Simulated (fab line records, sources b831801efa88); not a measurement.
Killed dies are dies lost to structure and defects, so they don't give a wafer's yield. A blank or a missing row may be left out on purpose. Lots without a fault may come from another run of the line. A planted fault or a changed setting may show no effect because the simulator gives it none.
fab line records | flow sky130 | part 1 of 2: steps 1 to 30 of 41
record lots=5 wafers=15 last_day=50
route steps=708 shown CAP2M@604 METAL4@621 VIA4@639
lots that met no fault: from a run of the same line without faults
start_h: hours from the record's first day to the start of the lot's first wafer shown | wait_h: hours since the lot's step before | " the same as in the row above | L1.1+2: a row that stands for several wafers | - no value, or no start given | * or withheld: withheld | < > ~ a bound
route shown NAME@n: a module of which the file shows steps, and the number in the route of the first | usual: mean/standard deviation of fault-free wafers | same: alike in all rows | chamber/n: place in a boat | sites: the reading at each site | _std_site: their standard deviation | _edge_site: outer sites' mean less inner sites' | radius_mm: how far each site lies from the wafer's centre | mask NAME#n: copy n | behind: the tool/chamber that last shaped the wafer | hold: why the lot was held/for how many hours/how that ended | device: the transistor (n, p or np) that didn't switch | end of line: the same wafers' tests at the end of the route | a step without rows: its recipe alone | killed: dies lost to structure and defects at the first sort, not the wafer's yield | map: a wafer's dies, x killed, . not, _ none there
set.NAME: the setting as run; set.NAME@STEP: as run at that earlier step | model.NAME: the simulator's own value behind a step, which no gauge read
lots at some steps of the route; a table a step, a row a wafer
services: from which hour (start_h, from the record's first day; less than 0 if before it) a tool's chamber was out of use, for how many hours, and why
## steps
# step SKY_CAP2M_THK_MEAS_01
# recipe reads=SiO2_of_CAP2M_CVD_00
# usual CAP2M_CVD_00_THK=15.43/0.22
# columns lot.wafer tool chamber start_h wait_h CAP2M_CVD_00_THK[nm]
L081.1 film_metro-01 - 1012.11 - 15.53
L081.2 " - " " 15.66
L081.4 " - " " 15.69
L087.1 film_metro-01 - 1026.17 - 15.39
L087.4 " - " " 15.38
L087.5 " - " " 15.55
L091.2 film_metro-03 - 1060.35 - 15.23
L091.3 " - " " 15.26
L091.4 " - " " 15.33
L095.1 film_metro-01 - 1086.68 - 15.35
L095.2 " - " " 15.26
L095.3 " - " " 15.42
L096.3 film_metro-03 - 1087.30 - 15.16
L096.5 " - " " 15.49
L096.6 " - " " 15.49
# step SKY_CAP2M_SPUTTER_02
# recipe material=TiN target_thk_nm=200 temp_c=300 power_w=6500 time_s=166.7 chamber_pressure_pa=0.4
# usual susceptor_temp_C=299.99/0.18 throttle_valve_pct=30.0/1.4
# columns lot.wafer tool chamber start_h wait_h susceptor_temp_C throttle_valve_pct
L081.1 pvd_sputter-04 - 1012.17 0.1 299.69 31.4
L081.2 " - " " 300.18 29.0
L081.4 " - " " 300.14 28.8
L087.1 pvd_sputter-04 - 1026.23 0.1 300.04 29.1
L087.4 " - " " 300.16 28.9
L087.5 " - " " 299.75 29.0
L091.2 pvd_sputter-01 - 1060.40 0.0 299.71 30.7
L091.3 " - " " 299.81 28.4
L091.4 " - " " 299.78 30.0
L095.1 pvd_sputter-03 - 1086.74 0.1 299.69 27.9
L095.2 " - " " 300.10 29.7
L095.3 " - " " 299.76 30.0
L096.3 pvd_sputter-03 - 1087.34 0.0 299.71 29.8
L096.5 " - " " 299.93 31.2
L096.6 " - " " 299.84 29.8
# step SKY_CAP2M_RS_MEAS_03
# recipe thk_meas_gauge=four-point-probe reads=TiN_of_CAP2M_SPUTTER_02
# usual CAP2M_TIN_RS=6.89/0.086
# columns lot.wafer tool chamber start_h wait_h CAP2M_TIN_RS[ohm/sq]
L081.1 film_metro-04 - 1012.28 0.1 6.75
L081.2 " - " " 6.88
L081.4 " - " " 6.89
L087.1 film_metro-03 - 1026.34 0.1 6.91
L087.4 " - " " 6.90
L087.5 " - " " 6.97
L091.2 film_metro-01 - 1060.53 0.1 7.12
L091.3 " - " " 7.04
L091.4 " - " " 7.16
L095.1 film_metro-03 - 1086.85 0.1 6.90
L095.2 " - " " 6.96
L095.3 " - " " 7.00
L096.3 film_metro-03 - 1087.49 0.1 6.85
L096.5 " - " " 6.81
L096.6 " - " " 6.92
# step SKY_CAP2M_THK_MEAS_04
# recipe thk_meas_gauge=xrf reads=TiN_of_CAP2M_SPUTTER_02
# usual CAP2M_TIN_THK=199.3/2.5
# columns lot.wafer tool chamber start_h wait_h CAP2M_TIN_THK[nm]
L081.1 film_metro-04 - 1012.40 0.1 204.9
L081.2 " - " " 200.9
L081.4 " - " " 199.4
L087.1 film_metro-03 - 1026.46 0.1 197.5
L087.4 " - " " 198.9
L087.5 " - " " 197.0
L091.2 film_metro-01 - 1060.64 0.1 193.6
L091.3 " - " " 195.5
L091.4 " - " " 192.8
L095.1 film_metro-03 - 1086.97 0.1 198.7
L095.2 " - " " 196.4
L095.3 " - " " 196.1
L096.3 film_metro-03 - 1087.59 0.1 199.9
L096.5 " - " " 201.7
L096.6 " - " " 197.8
# step SKY_CAP2M_DEHYDRATE_05
# recipe temp_c=200 time_s=60
# columns lot.wafer tool chamber start_h wait_h
L081.1+2+4 litho_track-02 0 1023.48 11.1
L087.1+4+5 litho_track-01 0 1036.73 10.3
L091.2+3+4 litho_track-01 0 1071.20 10.6
L095.1+2+3 litho_track-02 0 1096.98 10.0
L096.3+5+6 litho_track-03 0 1097.64 10.0
# step SKY_CAP2M_HMDS_06
# recipe prime_time_s=60 prime_temp_c=120
# columns lot.wafer tool chamber start_h wait_h
L081.1+2+4 litho_track-02 0 1023.63 0.1
L087.1+4+5 litho_track-01 0 1036.88 0.1
L091.2+3+4 litho_track-01 0 1071.35 0.1
L095.1+2+3 litho_track-02 0 1097.13 0.1
L096.3+5+6 litho_track-03 0 1097.79 0.1
# step SKY_CAP2M_COAT_07
# recipe resist=NOVOLAK spin_rpm=3000 resist_thk_nm=1140
# columns lot.wafer tool chamber start_h wait_h
L081.1+2+4 litho_track-02 0 1023.78 0.1
L087.1+4+5 litho_track-01 0 1037.03 0.1
L091.2+3+4 litho_track-01 0 1071.50 0.1
L095.1+2+3 litho_track-02 0 1097.28 0.1
L096.3+5+6 litho_track-03 0 1097.94 0.1
# step SKY_CAP2M_SOFTBAKE_08
# recipe temp_c=90 time_s=60 resist=NOVOLAK
# columns lot.wafer tool chamber start_h wait_h
L081.1+2+4 litho_track-02 0 1023.93 0.1
L087.1+4+5 litho_track-01 0 1037.18 0.1
L091.2+3+4 litho_track-01 0 1071.65 0.1
L095.1+2+3 litho_track-02 0 1097.43 0.1
L096.3+5+6 litho_track-03 0 1098.09 0.1
# step SKY_CAP2M_EXPOSE_09
# recipe mask_id=CAP2M na=0.6 source_shape=conventional sigma_outer=0.6 polarization=unpolarized target_cd_nm=1000 dose_mj=159
# usual stage_vel_mm_s=500.02/0.25
# columns lot.wafer tool chamber start_h wait_h mask stage_vel_mm_s
L081.1 iline_stepper-01 0 - - CAP2M#0 500.20
L081.2 " 0 " " CAP2M#0 499.80
L081.4 " 0 " " CAP2M#0 500.16
L087.1 iline_stepper-01 0 - - CAP2M#0 499.97
L087.4 " 0 " " CAP2M#0 500.01
L087.5 " 0 " " CAP2M#0 499.87
L091.2 iline_stepper-02 0 - - CAP2M#0 499.75
L091.3 " 0 " " CAP2M#0 499.77
L091.4 " 0 " " CAP2M#0 500.02
L095.1 iline_stepper-02 0 - - CAP2M#0 499.91
L095.2 " 0 " " CAP2M#0 500.18
L095.3 " 0 " " CAP2M#0 499.97
L096.3 iline_stepper-01 0 - - CAP2M#0 500.25
L096.5 " 0 " " CAP2M#0 499.85
L096.6 " 0 " " CAP2M#0 500.38
# step SKY_CAP2M_PEB_10
# recipe temp_c=withheld time_s=* resist=NOVOLAK
# columns lot.wafer tool chamber start_h wait_h
L081.1+2+4 litho_track-02 0 - -
L087.1+4+5 litho_track-03 0 - -
L091.2+3+4 litho_track-03 0 - -
L095.1+2+3 litho_track-03 0 - -
L096.3+5+6 litho_track-03 0 - -
# step SKY_CAP2M_DEVELOP_11
# recipe resist=NOVOLAK developer=TMAH develop_time_s=60 dev_temp_c=23
# columns lot.wafer tool chamber start_h wait_h
L081.1+2+4 litho_track-02 0 1035.03 0.1
L087.1+4+5 litho_track-03 0 1049.59 0.1
L091.2+3+4 litho_track-03 0 1081.81 0.1
L095.1+2+3 litho_track-03 0 1106.74 0.1
L096.3+5+6 litho_track-03 0 1107.09 0.1
# step SKY_CAP2M_OVL_MEAS_12
# usual CAP2M_OVL=-0.9/1.4
# columns lot.wafer tool chamber start_h wait_h CAP2M_OVL[nm]
L081.1 overlay-01 - 1035.18 0.1 0.4
L081.2 " - " " 0.0
L081.4 " - " " 0.4
L087.1 overlay-01 - 1049.74 0.1 -2.2
L087.4 " - " " -2.4
L087.5 " - " " -2.6
L091.2 overlay-02 - 1081.94 0.1 -1.4
L091.3 " - " " -2.7
L091.4 " - " " -0.5
L095.1 overlay-02 - 1106.89 0.1 -1.5
L095.2 " - " " -0.9
L095.3 " - " " 0.1
L096.3 overlay-01 - 1107.20 0.1 -0.3
L096.5 " - " " -2.1
L096.6 " - " " -0.8
# step SKY_CAP2M_METAL_ETCH_13
# recipe target_depth_nm=220 stop_on=SiO2 chemistry=Cl2/BCl3 target=TiN pressure_mtorr=10 icp_w=900 bias_w=48.5 Cl2_flow_sccm=60 bcl3_flow_sccm=30 time_s=62.9
# usual bias_w=48.47/0.14 drypump_motor_current_A=5.7/0.53 oes_product_au=0.943/0.008 throttle_valve_pct=21.902/0.01
# columns lot.wafer tool chamber start_h wait_h bias_w drypump_motor_current_A oes_product_au rf_hours_counter_h throttle_valve_pct
L081.1 rie_metal-03 1 1035.22 0.0 48.61 5.5 0.959 17 21.888
L081.2 " 0 " " 48.62 4.9 0.946 9 21.899
L081.4 " 0 " " 48.35 4.9 0.943 - 21.912
L087.1 rie_metal-04 0 1049.77 0.0 48.37 5.5 0.938 11 21.897
L087.4 " 0 " " 48.52 5.5 0.943 - 21.904
L087.5 " 1 " " 48.46 6.3 0.935 - 21.890
L091.2 rie_metal-03 1 1081.97 0.0 48.55 5.4 0.924 21 21.916
L091.3 " 0 " " 48.27 4.9 0.928 - 21.903
L091.4 " 1 " " 48.23 5.4 0.924 - 21.925
L095.1 rie_metal-04 0 1106.92 0.0 48.43 5.5 0.950 15 21.894
L095.2 " 1 " " 48.48 6.4 0.936 22 21.910
L095.3 " 0 " " 48.59 5.5 0.938 - 21.897
L096.3 rie_metal-03 1 1107.25 0.0 48.55 5.5 0.947 - 21.905
L096.5 " 0 " " 48.67 4.9 0.939 - 21.904
L096.6 " 1 " " 48.61 5.5 0.939 - 21.882
# step SKY_CAP2M_STRIP_14
# recipe chemistry=O2/N2 power_w=1400 pressure_mtorr=1500 platen_temp_c=withheld o2_flow_sccm=3000 n2_flow_sccm=300 overash_fraction=0.5
# usual drypump_motor_current_A=5.82/0.26 oes_product_au=0.710/0.0045 strip_time_to_endpoint_s=12.65/0.054
# columns lot.wafer tool chamber start_h wait_h drypump_motor_current_A oes_product_au rf_hours_counter_h strip_time_to_endpoint_s
L081.1 plasma_asher-04 1 1035.30 0.1 5.33 0.714 93 12.64
L081.2 " 0 " " 5.69 0.711 93 12.66
L081.4 " 0 " " 5.69 0.705 - 12.73
L087.1 plasma_asher-04 0 1049.85 0.1 5.69 0.705 94 12.54
L087.4 " 1 " " 5.32 0.713 - 12.54
L087.5 " 0 " " 5.72 0.704 - 12.67
L091.2 plasma_asher-01 0 1082.05 0.1 6.34 0.702 3 12.59
L091.3 " 1 " " 5.80 0.712 - 12.66
L091.4 " 0 " " 6.33 0.707 - 12.62
L095.1 plasma_asher-02 0 1107.00 0.1 5.90 0.713 35 12.64
L095.2 " 1 " " 5.76 0.703 35 12.74
L095.3 " 0 " " 5.91 0.703 - 12.60
L096.3 plasma_asher-01 1 1107.33 0.1 5.79 0.700 - 12.63
L096.5 " 1 " " 5.79 0.709 - 12.68
L096.6 " 0 " " 6.30 0.713 - 12.66
# step SKY_CAP2M_STRIP_15
# recipe chemistry=post_etch_residue_remover time_s=1200 temp_c=72.5
# columns lot.wafer tool chamber start_h wait_h
L081.1+2+4 wet_bench-03 3 1035.40 0.1
L087.1+4+5 wet_bench-03 0 1049.95 0.1
L091.2+3+4 wet_bench-04 3 1082.21 0.1
L095.1+2+3 wet_bench-02 3 1107.10 0.1
L096.3+5+6 wet_bench-04 3 1107.40 0.0
# step SKY_CAP2M_CLEAN_16
# recipe chemistry=IPA time_s=180 temp_c=25
# columns lot.wafer tool chamber start_h wait_h
L081.1+2+4 wet_bench-04 1 1035.74 0.0
L087.1+4+5 wet_bench-04 2 1050.29 0.0
L091.2+3+4 wet_bench-03 1 1082.55 0.0
L095.1+2+3 wet_bench-03 3 1107.47 0.0
L096.3+5+6 wet_bench-03 3 1107.74 0.0
# step SKY_CAP2M_CLEAN_17
# recipe chemistry=O3/DIW dry=n2_spin
# columns lot.wafer tool chamber start_h wait_h
L081.1+2+4 wet_bench-02 2 1035.80 0.0
L087.1+4+5 wet_bench-03 3 1050.35 0.0
L091.2+3+4 wet_bench-04 3 1082.67 0.0
L095.1+2+3 wet_bench-02 0 1107.59 0.0
L096.3+5+6 wet_bench-02 2 1107.86 0.0
# step SKY_METAL4_DEHYDRATE_05
# recipe temp_c=200 time_s=60
# columns lot.wafer tool chamber start_h wait_h
L081.1+2+4 litho_track-02 0 1046.43 10.5
L087.1+4+5 litho_track-04 0 1060.32 9.9
L091.2+3+4 litho_track-02 0 1092.36 9.6
L095.1+2+3 litho_track-01 0 1115.88 8.2
L096.3+5+6 litho_track-02 0 1116.68 8.7
# step SKY_METAL4_HMDS_06
# recipe prime_time_s=60 prime_temp_c=120
# columns lot.wafer tool chamber start_h wait_h
L081.1+2+4 litho_track-02 0 1046.58 0.1
L087.1+4+5 litho_track-04 0 1060.47 0.1
L091.2+3+4 litho_track-02 0 1092.51 0.1
L095.1+2+3 litho_track-01 0 1116.03 0.1
L096.3+5+6 litho_track-02 0 1116.83 0.1
# step SKY_METAL4_COAT_07
# recipe resist=BARC temp_c=withheld time_s=withheld spin_rpm=3000 resist_thk_nm=60
# columns lot.wafer tool chamber start_h wait_h
L081.1+2+4 litho_track-02 0 1046.73 0.1
L087.1+4+5 litho_track-04 0 1060.62 0.1
L091.2+3+4 litho_track-02 0 1092.66 0.1
L095.1+2+3 litho_track-01 0 1116.18 0.1
L096.3+5+6 litho_track-02 0 1116.98 0.1
# step SKY_METAL4_COAT_08
# recipe resist=KrF-thick spin_rpm=3000 resist_thk_nm=1140
# columns lot.wafer tool chamber start_h wait_h
L081.1+2+4 litho_track-02 0 - -
L087.1+4+5 litho_track-04 0 - -
L091.2+3+4 litho_track-02 0 - -
L095.1+2+3 litho_track-01 0 - -
L096.3+5+6 litho_track-02 0 - -
# step SKY_METAL4_SOFTBAKE_09
# recipe temp_c=100 time_s=90 resist=KrF-thick
# columns lot.wafer tool chamber start_h wait_h
L081.1+2+4 litho_track-02 0 - -
L087.1+4+5 litho_track-04 0 - -
L091.2+3+4 litho_track-02 0 - -
L095.1+2+3 litho_track-01 0 - -
L096.3+5+6 litho_track-02 0 - -
# step SKY_METAL4_EXPOSE_10
# recipe mask_id=MM4 na=0.68 source_shape=annular sigma_inner=0.4 sigma_outer=0.8 target_cd_nm=300 dose_mj=28
# usual stage_vel_mm_s=500.00/0.25
# columns lot.wafer tool chamber start_h wait_h mask stage_vel_mm_s
L081.1 krf_scanner-02 0 - - MM4#0 499.80
L081.2 " 0 " " MM4#0 499.69
L081.4 " 0 " " MM4#0 499.75
L087.1 krf_scanner-01 0 - - MM4#0 500.20
L087.4 " 0 " " MM4#0 500.30
L087.5 " 0 " " MM4#0 500.36
L091.2 krf_scanner-02 0 - - MM4#0 500.28
L091.3 " 0 " " MM4#0 500.34
L091.4 " 0 " " MM4#0 500.01
L095.1 krf_scanner-02 0 - - MM4#0 499.94
L095.2 " 0 " " MM4#0 500.20
L095.3 " 0 " " MM4#0 499.82
L096.3 krf_scanner-02 0 - - MM4#0 500.19
L096.5 " 0 " " MM4#0 499.86
L096.6 " 0 " " MM4#0 499.79
# step SKY_METAL4_PEB_11
# recipe peb_temp_c=withheld peb_time_s=withheld resist=KrF-thick
# columns lot.wafer tool chamber start_h wait_h
L081.1+2+4 litho_track-02 0 - -
L087.1+4+5 litho_track-02 0 - -
L091.2+3+4 litho_track-02 0 - -
L095.1+2+3 litho_track-02 0 - -
L096.3+5+6 litho_track-02 0 - -
# step SKY_METAL4_DEVELOP_12
# recipe develop_time_s=60 resist=KrF-thick dev_temp_c=21
# columns lot.wafer tool chamber start_h wait_h
L081.1+2+4 litho_track-02 0 - -
L087.1+4+5 litho_track-02 0 - -
L091.2+3+4 litho_track-02 0 - -
L095.1+2+3 litho_track-02 0 - -
L096.3+5+6 litho_track-02 0 - -
# step SKY_METAL4_CD_MEAS_13
# recipe target_cd_nm=300
# usual cd_nm=299.6/1.3
# columns lot.wafer tool chamber start_h wait_h cd_nm
L081.1 cd_sem-01 - 1057.83 - 299.8
L081.2 " - " " 299.1
L081.4 " - " " 301.2
L087.1 cd_sem-02 - 1072.03 - 299.1
L087.4 " - " " 300.1
L087.5 " - " " 300.5
L091.2 cd_sem-02 - 1103.40 - 299.8
L091.3 " - " " 299.5
L091.4 " - " " 298.2
L095.1 cd_sem-02 - 1127.26 - 301.7
L095.2 " - " " 301.6
L095.3 " - " " 301.7
L096.3 cd_sem-02 - 1127.57 - 297.7
L096.5 " - " " 298.8
L096.6 " - " " 298.4
# step SKY_METAL4_OVL_MEAS_14
# usual METAL4_OVL=-1/5.7
# columns lot.wafer tool chamber start_h wait_h METAL4_OVL[nm]
L081.1 overlay-02 - 1057.95 0.1 10
L081.2 " - " " 6
L081.4 " - " " 3
L087.1 overlay-01 - 1072.15 0.1 0
L087.4 " - " " 2
L087.5 " - " " 10
L091.2 overlay-01 - 1103.51 0.1 -4
L091.3 " - " " -2
L091.4 " - " " -6
L095.1 overlay-02 - 1127.38 0.1 -1
L095.2 " - " " -1
L095.3 " - " " -1
L096.3 overlay-01 - 1127.67 0.1 -4
L096.5 " - " " -4
L096.6 " - " " 2
# step SKY_METAL4_DESCUM_15
# recipe chemistry=O2 source_power_w=150 bias_power_w=0 pressure_mtorr=10 temp_c=40 time_s=8
# usual drypump_motor_current_A=5.5/0.59 oes_product_au=0.998/0.009
# columns lot.wafer tool chamber start_h wait_h drypump_motor_current_A oes_product_au rf_hours_counter_h
L081.1 rie_metal-01 1 1057.99 0.0 5.6 0.993 16
L081.2 " 0 " " 6.5 0.987 9
L081.4 " 1 " " 5.6 0.997 -
L087.1 rie_metal-02 1 1072.19 0.0 5.3 0.998 6
L087.4 " 0 " " 4.7 0.989 -
L087.5 " 1 " " 5.3 1.008 -
L091.2 rie_metal-02 0 1103.54 0.0 4.8 0.991 2
L091.3 " 1 " " 5.3 1.000 -
L091.4 " 0 " " 4.7 0.996 -
L095.1 rie_metal-03 1 1127.42 0.0 5.5 1.019 24
L095.2 " 0 " " 4.9 1.011 16
L095.3 " 0 " " 4.9 1.007 -
L096.3 rie_metal-01 1 1127.70 0.0 5.5 0.997 -
L096.5 " 0 " " 6.5 0.999 -
L096.6 " 1 " " 5.6 0.999 -
# step SKY_METAL4_ETCH_16
# recipe chemistry=N2/H2 target=BARC ion_energy_ev=200 bias_w=100 pressure_mtorr=30 n2_flow_sccm=100 h2_flow_sccm=200 icp_w=500 stop_on=SiO2 time_s=88.2 target_depth_a=600
# usual bias_w=100.04/0.29 drypump_motor_current_A=5.5/0.59 oes_product_au=0.626/0.0047 throttle_valve_pct=13.204/0.0095
# columns lot.wafer tool chamber start_h wait_h bias_w drypump_motor_current_A oes_product_au rf_hours_counter_h throttle_valve_pct
L081.1 rie_metal-01 1 1058.02 0.0 100.00 5.6 0.614 16 13.201
L081.2 " 0 " " 100.08 6.5 0.627 9 13.209
L081.4 " 1 " " 100.21 5.6 0.633 - 13.210
L087.1 rie_metal-02 1 1072.22 0.0 99.77 5.4 0.634 6 13.194
L087.4 " 0 " " 99.88 4.7 0.634 - 13.197
L087.5 " 1 " " 99.82 5.3 0.630 - 13.203
L091.2 rie_metal-02 0 1103.57 0.0 100.21 4.8 0.627 3 13.206
L091.3 " 1 " " 100.63 5.3 0.628 - 13.201
L091.4 " 0 " " 99.70 4.8 0.629 - 13.203
L095.1 rie_metal-03 1 1127.45 0.0 99.83 5.4 0.625 24 13.205
L095.2 " 0 " " 100.00 4.9 0.624 16 13.215
L095.3 " 0 " " 100.86 4.9 0.620 - 13.213
L096.3 rie_metal-01 1 1127.75 0.0 100.01 5.6 0.622 - 13.191
L096.5 " 0 " " 100.10 6.5 0.626 - 13.203
L096.6 " 1 " " 100.00 5.6 0.632 - 13.208
# step SKY_METAL4_ETCH_17
# recipe target=SiO2 stop_on=TiN chemistry=C4F8/O2/Ar source_w=1500 bias_w=1200 pressure_mtorr=40 c4f8_flow_sccm=withheld O2_flow_sccm=6 Ar_flow_sccm=300 time_s=3.9 target_depth_a=150
# usual bias_w=1200/3.6 oes_product_au=0.753/0.0073
# columns lot.wafer tool chamber start_h wait_h bias_w oes_product_au rf_hours_counter_h
L081.1 rie_diel-04 1 1058.12 0.1 1200 0.758 9
L081.2 " 2 " " 1202 0.764 17
L081.4 " 3 " " 1195 0.760 24
L087.1 rie_diel-01 3 1072.32 0.1 1199 0.749 14
L087.4 " 0 " " 1202 0.758 18
L087.5 " 1 " " 1202 0.756 -
L091.2 rie_diel-01 2 1103.67 0.1 1201 0.744 14
L091.3 " 0 " " 1205 0.753 19
L091.4 " 1 " " 1200 0.744 11
L095.1 rie_diel-04 0 1127.55 0.1 1193 0.755 12
L095.2 " 3 " " 1206 0.746 28
L095.3 " 2 " " 1200 0.757 20
L096.3 rie_diel-04 2 1127.82 0.0 1203 0.745 20
L096.5 " 0 " " 1197 0.759 -
L096.6 " 2 " " 1204 0.749 -
